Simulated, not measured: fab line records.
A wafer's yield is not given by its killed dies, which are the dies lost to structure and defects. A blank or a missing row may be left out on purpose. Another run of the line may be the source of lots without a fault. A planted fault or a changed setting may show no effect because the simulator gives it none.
fab line records + flow sky130 + part 2 of 2: steps 31 to 42 of 42
record
- lots=5
- wafers=15
- lastDay=50
route steps=708 shown VT_ADJUST_LVTN@98 VT_ADJUST_NCORE@119 VT_ADJUST_HVTR@131
lots with no fault: from the same line, run without faults
startH: hours from the record's first day to the start of the lot's first wafer shown + waitH: hours since the lot's step before + " identical to the entry in the row above + L1.1+2: several wafers, shown together as one row + - no value, or no start given + * or withheld: withheld + < > ~ a bound
route shown NAME@n: NAME is a module with steps in the file, n the number in the route of the first one + usual: the fault-free wafers' mean and standard deviation + same: alike in all rows + chamber/n: place in a boat + sites: the reading at each site + _std_site: standard deviation of those values + _edge_site: inner sites' mean taken away from outer sites' mean + radiusMm: for every site, how far away it sits from the centre of the wafer + mask NAME#n: copy n + behind: the most recent tool/chamber to have shaped the wafer + hold: why the lot went on hold/how many hours it stayed there/how the hold came to an end + device: names the non-switching transistor (n, p or np) + end of line: the route-end tests of the same wafers + a step without rows: its recipe alone + killed: count of dies lost to structure and defects at first sort (not the wafer's yield) + map: per-die view of a wafer (x killed, . not killed, _ where there is no die)
set.NAME: setting as actually run; set.NAME@STEP: the setting as run at that earlier step + model.NAME: the simulator's own value behind a step, which no gauge read
lots seen at some steps along the route; tables by step, rows by wafer
services: when a tool's chamber went out of use (startH, in hours from the record's first day, below 0 if earlier), for how many hours, and the reason
## steps
# step SKY_VT_ADJUST_NCORE_IMPLANT_09
# recipe
- species=B
- energyKev=10
- doseCm2=2.4e+12
- tiltDeg=withheld
# usual
- beamEnergyKeV=10.000/0.0034
| lot.wafer | tool         | chamber | startH | waitH | beamEnergyKeV |
|-----------|--------------|---------|--------|-------|---------------|
| L078.2    | implanter-03 | 0       | 242.38 | 0.1   | 9.999         |
| L078.3    | "            | 0       | "      | "     | 9.999         |
| L078.6    | "            | 0       | "      | "     | 9.998         |
| L088.1    | implanter-03 | 0       | 286.05 | 0.1   | 10.004        |
| L088.5    | "            | 0       | "      | "     | 10.000        |
| L088.6    | "            | 0       | "      | "     | 10.005        |
| L091.1    | implanter-03 | 0       | 308.55 | 0.0   | 10.004        |
| L091.2    | "            | 0       | "      | "     | 10.006        |
| L091.5    | "            | 0       | "      | "     | 9.997         |
| L094.1    | implanter-02 | 0       | 321.05 | 0.0   | 9.994         |
| L094.3    | "            | 0       | "      | "     | 9.996         |
| L094.6    | "            | 0       | "      | "     | 9.995         |
| L096.3    | implanter-01 | 0       | 339.51 | 0.1   | 10.000        |
| L096.4    | "            | 0       | "      | "     | 10.001        |
| L096.5    | "            | 0       | "      | "     | 10.003        |
# step SKY_VT_ADJUST_NCORE_STRIP_10
# recipe
- chemistry=O2/N2
- powerW=1400
- pressureMtorr=1500
- platenTempC=withheld
- o2FlowSccm=3000
- n2FlowSccm=300
- overashFraction=0.5
# usual
- drypumpMotorCurrentA=5.7/0.51
- n2FlowSccm=299.9/0.91
- oesProductAu=0.716/0.0044
- stripTimeToEndpointS=14.18/0.043
| lot.wafer | tool           | chamber | startH | waitH | drypumpMotorCurrentA | n2FlowSccm | oesProductAu | rfHoursCounterH | stripTimeToEndpointS |
|-----------|----------------|---------|--------|-------|----------------------|------------|--------------|-----------------|----------------------|
| L078.2    | plasmaAsher-02 | 0       | 242.50 | 0.1   | 4.8                  | 300.2      | 0.714        | 12              | 14.19                |
| L078.3    | "              | 0       | "      | "     | 4.8                  | 300.3      | 0.715        | -               | 14.19                |
| L078.6    | "              | 1       | "      | "     | 5.9                  | 299.7      | 0.723        | -               | 14.21                |
| L088.1    | plasmaAsher-01 | 0       | 286.20 | 0.1   | 5.2                  | 301.1      | 0.723        | 61              | 14.20                |
| L088.5    | "              | 1       | "      | "     | 6.2                  | 299.8      | 0.710        | -               | 14.20                |
| L088.6    | "              | 0       | "      | "     | 5.3                  | 300.3      | 0.718        | -               | 14.14                |
| L091.1    | plasmaAsher-03 | 1       | 308.70 | 0.1   | 5.6                  | 299.5      | 0.720        | 50              | 14.13                |
| L091.2    | "              | 0       | "      | "     | 6.2                  | 298.7      | 0.718        | 50              | 14.14                |
| L091.5    | "              | 0       | "      | "     | 6.2                  | 298.3      | 0.711        | -               | 14.14                |
| L094.1    | plasmaAsher-02 | 0       | 321.20 | 0.1   | 4.8                  | 300.8      | 0.709        | 20              | 14.24                |
| L094.3    | "              | 1       | "      | "     | 5.9                  | 297.2      | 0.710        | -               | 14.23                |
| L094.6    | "              | 1       | "      | "     | 5.9                  | 299.6      | 0.713        | -               | 14.21                |
| L096.3    | plasmaAsher-03 | 0       | 339.64 | 0.1   | 6.1                  | 300.0      | 0.718        | -               | 14.14                |
| L096.4    | "              | 1       | "      | "     | 5.6                  | 299.2      | 0.710        | -               | 14.13                |
| L096.5    | "              | 0       | "      | "     | 6.1                  | 299.6      | 0.719        | -               | 14.12                |
# step SKY_VT_ADJUST_NCORE_TW_MEAS_11
# usual
- VT_ADJUST_NCORE_TW=220.5/1.9
| lot.wafer | tool         | chamber | startH | waitH | VT_ADJUST_NCORE_TW |
|-----------|--------------|---------|--------|-------|--------------------|
| L078.2    | filmMetro-03 | -       | 242.61 | 0.1   | 219.8              |
| L078.3    | "            | -       | "      | "     | 220.0              |
| L078.6    | "            | -       | "      | "     | 219.9              |
| L088.1    | filmMetro-04 | -       | 286.30 | 0.1   | 220.3              |
| L088.5    | "            | -       | "      | "     | 220.0              |
| L088.6    | "            | -       | "      | "     | 220.0              |
| L091.1    | filmMetro-04 | -       | 308.80 | 0.1   | 218.8              |
| L091.2    | "            | -       | "      | "     | 218.3              |
| L091.5    | "            | -       | "      | "     | 219.2              |
| L094.1    | filmMetro-01 | -       | 321.30 | 0.1   | 221.4              |
| L094.3    | "            | -       | "      | "     | 221.5              |
| L094.6    | "            | -       | "      | "     | 221.5              |
| L096.3    | filmMetro-01 | -       | 339.73 | 0.1   | 220.3              |
| L096.4    | "            | -       | "      | "     | 221.3              |
| L096.5    | "            | -       | "      | "     | 222.4              |
# step SKY_VT_ADJUST_HVTR_DEHYDRATE_00
# recipe
- tempC=200
- timeS=60
# usual
- plateTempC=200.07/0.16
| lot.wafer | tool          | chamber | startH | waitH | plateTempC |
|-----------|---------------|---------|--------|-------|------------|
| L078.2    | lithoTrack-03 | 0       | 252.97 | 10.3  | 199.94     |
| L078.3    | "             | 0       | "      | "     | 199.85     |
| L078.6    | "             | 0       | "      | "     | 199.91     |
| L088.1    | lithoTrack-04 | 0       | 298.30 | 12.0  | 200.04     |
| L088.5    | "             | 0       | "      | "     | 199.95     |
| L088.6    | "             | 0       | "      | "     | 199.98     |
| L091.1    | lithoTrack-01 | 0       | 321.80 | 13.0  | 200.01     |
| L091.2    | "             | 0       | "      | "     | 199.93     |
| L091.5    | "             | 0       | "      | "     | 199.76     |
| L094.1    | lithoTrack-04 | 0       | 333.55 | 12.2  | 200.27     |
| L094.3    | "             | 0       | "      | "     | 200.06     |
| L094.6    | "             | 0       | "      | "     | 200.45     |
| L096.3    | lithoTrack-03 | 0       | 353.39 | 13.7  | 200.24     |
| L096.4    | "             | 0       | "      | "     | 199.96     |
| L096.5    | "             | 0       | "      | "     | 200.09     |
# step SKY_VT_ADJUST_HVTR_HMDS_01
# recipe
- primeTimeS=60
- primeTempC=120
| lot.wafer  | tool          | chamber | startH | waitH |
|------------|---------------|---------|--------|-------|
| L078.2+3+6 | lithoTrack-03 | 0       | 253.12 | 0.1   |
| L088.1+5+6 | lithoTrack-04 | 0       | 298.45 | 0.1   |
| L091.1+2+5 | lithoTrack-01 | 0       | 321.95 | 0.1   |
| L094.1+3+6 | lithoTrack-04 | 0       | 333.70 | 0.1   |
| L096.3+4+5 | lithoTrack-03 | 0       | 353.54 | 0.1   |
# step SKY_VT_ADJUST_HVTR_COAT_02
# recipe
- resist=NOVOLAK
- spinRpm=3000
- resistThkNm=1140
| lot.wafer  | tool          | chamber | startH | waitH |
|------------|---------------|---------|--------|-------|
| L078.2+3+6 | lithoTrack-03 | 0       | 253.27 | 0.1   |
| L088.1+5+6 | lithoTrack-04 | 0       | 298.60 | 0.1   |
| L091.1+2+5 | lithoTrack-01 | 0       | 322.10 | 0.1   |
| L094.1+3+6 | lithoTrack-04 | 0       | 333.85 | 0.1   |
| L096.3+4+5 | lithoTrack-03 | 0       | 353.69 | 0.1   |
# step SKY_VT_ADJUST_HVTR_SOFTBAKE_03
# recipe
- tempC=90
- timeS=60
- resist=NOVOLAK
# usual
- plateTempC=89.98/0.11
| lot.wafer | tool          | chamber | startH | waitH | plateTempC |
|-----------|---------------|---------|--------|-------|------------|
| L078.2    | lithoTrack-03 | 0       | 253.42 | 0.1   | 90.06      |
| L078.3    | "             | 0       | "      | "     | 90.19      |
| L078.6    | "             | 0       | "      | "     | 89.97      |
| L088.1    | lithoTrack-04 | 0       | 298.75 | 0.1   | 89.74      |
| L088.5    | "             | 0       | "      | "     | 89.95      |
| L088.6    | "             | 0       | "      | "     | 89.93      |
| L091.1    | lithoTrack-01 | 0       | 322.25 | 0.1   | 90.02      |
| L091.2    | "             | 0       | "      | "     | 89.70      |
| L091.5    | "             | 0       | "      | "     | 89.92      |
| L094.1    | lithoTrack-04 | 0       | 334.00 | 0.1   | 90.02      |
| L094.3    | "             | 0       | "      | "     | 89.99      |
| L094.6    | "             | 0       | "      | "     | 89.99      |
| L096.3    | lithoTrack-03 | 0       | 353.84 | 0.1   | 89.84      |
| L096.4    | "             | 0       | "      | "     | 90.09      |
| L096.5    | "             | 0       | "      | "     | 89.81      |
# step SKY_VT_ADJUST_HVTR_EXPOSE_04
# recipe
- maskId=HVTRM
- targetCdNm=380
- na=0.6
- sourceShape=conventional
- sigmaOuter=0.6
- doseMj=150
# same
- sigmaOuter=0.6
| lot.wafer  | tool            | chamber | startH | waitH | mask    |
|------------|-----------------|---------|--------|-------|---------|
| L078.2+3+6 | ilineStepper-01 | 0       | -      | -     | HVTRM#0 |
| L088.1+5+6 | ilineStepper-02 | 0       | -      | -     | HVTRM#0 |
| L091.1+2+5 | ilineStepper-02 | 0       | -      | -     | HVTRM#0 |
| L094.1+3+6 | ilineStepper-01 | 0       | -      | -     | HVTRM#0 |
| L096.3+4+5 | ilineStepper-02 | 0       | -      | -     | HVTRM#0 |
# step SKY_VT_ADJUST_HVTR_PEB_05
# recipe
- tempC=withheld
- timeS=*
- resist=NOVOLAK
| lot.wafer  | tool          | chamber | startH | waitH |
|------------|---------------|---------|--------|-------|
| L078.2+3+6 | lithoTrack-03 | 0       | -      | -     |
| L088.1+5+6 | lithoTrack-01 | 0       | -      | -     |
| L091.1+2+5 | lithoTrack-03 | 0       | -      | -     |
| L094.1+3+6 | lithoTrack-04 | 0       | -      | -     |
| L096.3+4+5 | lithoTrack-03 | 0       | -      | -     |
# step SKY_VT_ADJUST_HVTR_DEVELOP_06
# recipe
- developTimeS=60
- devTempC=23
| lot.wafer  | tool          | chamber | startH | waitH |
|------------|---------------|---------|--------|-------|
| L078.2+3+6 | lithoTrack-03 | 0       | 265.62 | 0.1   |
| L088.1+5+6 | lithoTrack-01 | 0       | 311.35 | 0.1   |
| L091.1+2+5 | lithoTrack-03 | 0       | 335.04 | 0.1   |
| L094.1+3+6 | lithoTrack-04 | 0       | 347.65 | 0.1   |
| L096.3+4+5 | lithoTrack-03 | 0       | 367.59 | 0.1   |
# step SKY_VT_ADJUST_HVTR_CD_MEAS_07
# recipe
- targetCdNm=380
# usual
- cdNm=380.0/3
| lot.wafer | tool     | chamber | startH | waitH | cdNm  |
|-----------|----------|---------|--------|-------|-------|
| L078.2    | cdSem-01 | -       | 265.76 | 0.1   | 378.8 |
| L078.3    | "        | -       | "      | "     | 380.9 |
| L078.6    | "        | -       | "      | "     | 379.9 |
| L088.1    | cdSem-01 | -       | 311.50 | 0.1   | 379.9 |
| L088.5    | "        | -       | "      | "     | 377.3 |
| L088.6    | "        | -       | "      | "     | 381.2 |
| L091.1    | cdSem-01 | -       | 335.19 | 0.1   | 382.3 |
| L091.2    | "        | -       | "      | "     | 381.5 |
| L091.5    | "        | -       | "      | "     | 381.4 |
| L094.1    | cdSem-02 | -       | 347.80 | 0.1   | 378.2 |
| L094.3    | "        | -       | "      | "     | 377.0 |
| L094.6    | "        | -       | "      | "     | 382.1 |
| L096.3    | cdSem-01 | -       | 367.73 | 0.1   | 383.6 |
| L096.4    | "        | -       | "      | "     | 384.6 |
| L096.5    | "        | -       | "      | "     | 382.5 |
# step SKY_VT_ADJUST_HVTR_OVL_MEAS_08
# usual
- VT_ADJUST_HVTR_OVL=0.6/1.5
| lot.wafer | tool       | chamber | startH | waitH | VT_ADJUST_HVTR_OVL[nm] |
|-----------|------------|---------|--------|-------|------------------------|
| L078.2    | overlay-01 | -       | 265.87 | 0.1   | 0.2                    |
| L078.3    | "          | -       | "      | "     | 1.6                    |
| L078.6    | "          | -       | "      | "     | 2.3                    |
| L088.1    | overlay-01 | -       | 311.62 | 0.1   | -1.0                   |
| L088.5    | "          | -       | "      | "     | -0.1                   |
| L088.6    | "          | -       | "      | "     | -0.1                   |
| L091.1    | overlay-01 | -       | 335.31 | 0.1   | -1.1                   |
| L091.2    | "          | -       | "      | "     | -0.8                   |
| L091.5    | "          | -       | "      | "     | 0.6                    |
| L094.1    | overlay-01 | -       | 347.92 | 0.1   | 0.0                    |
| L094.3    | "          | -       | "      | "     | 0.7                    |
| L094.6    | "          | -       | "      | "     | 1.4                    |
| L096.3    | overlay-02 | -       | 367.83 | 0.1   | -2.1                   |
| L096.4    | "          | -       | "      | "     | 0.6                    |
| L096.5    | "          | -       | "      | "     | 0.1                    |
## services
| tool            | chamber | startH | hours | kind                   |
|-----------------|---------|--------|-------|------------------------|
| implanter-01    | -       | 165.19 | 4.3   | pm                     |
| ilineStepper-01 | 0       | 168.17 | -     | calibration            |
| ilineStepper-01 | -       | 188.06 | 1.7   | pm                     |
| plasmaAsher-04  | -       | 190.55 | 5.1   | repair                 |
| implanter-02    | -       | 197.65 | 108.1 | pm                     |
| implanter-04    | -       | 220.47 | 3.0   | pm                     |
| plasmaAsher-02  | -       | 240.68 | 0.9   | repair                 |
| implanter-01    | -       | 241.90 | 0.9   | repair                 |
| ilineStepper-02 | -       | 247.30 | 1.7   | pm                     |
| implanter-01    | -       | 264.06 | 0.7   | repair                 |
| ilineStepper-01 | -       | 270.04 | 2.1   | pm                     |
| plasmaAsher-03  | -       | 270.39 | 0.4   | repair                 |
| ilineStepper-01 | -       | 272.13 | -     | consumableReplace:lamp |
| ilineStepper-02 | 0       | 279.03 | -     | calibration            |
| plasmaAsher-01  | -       | 279.19 | 3.9   | repair                 |
| plasmaAsher-04  | -       | 283.36 | 8.3   | repair                 |
| plasmaAsher-01  | -       | 314.53 | 14.6  | pm                     |
| implanter-03    | -       | 333.51 | 7.8   | repair                 |
| ilineStepper-02 | -       | 356.40 | 8.9   | pm                     |
| plasmaAsher-02  | -       | 357.72 | 8.3   | repair                 |
| ilineStepper-02 | -       | 365.38 | 2.1   | pm                     |
| implanter-04    | -       | 366.68 | 4.0   | repair                 |
| ilineStepper-02 | -       | 367.46 | -     | consumableReplace:lamp |
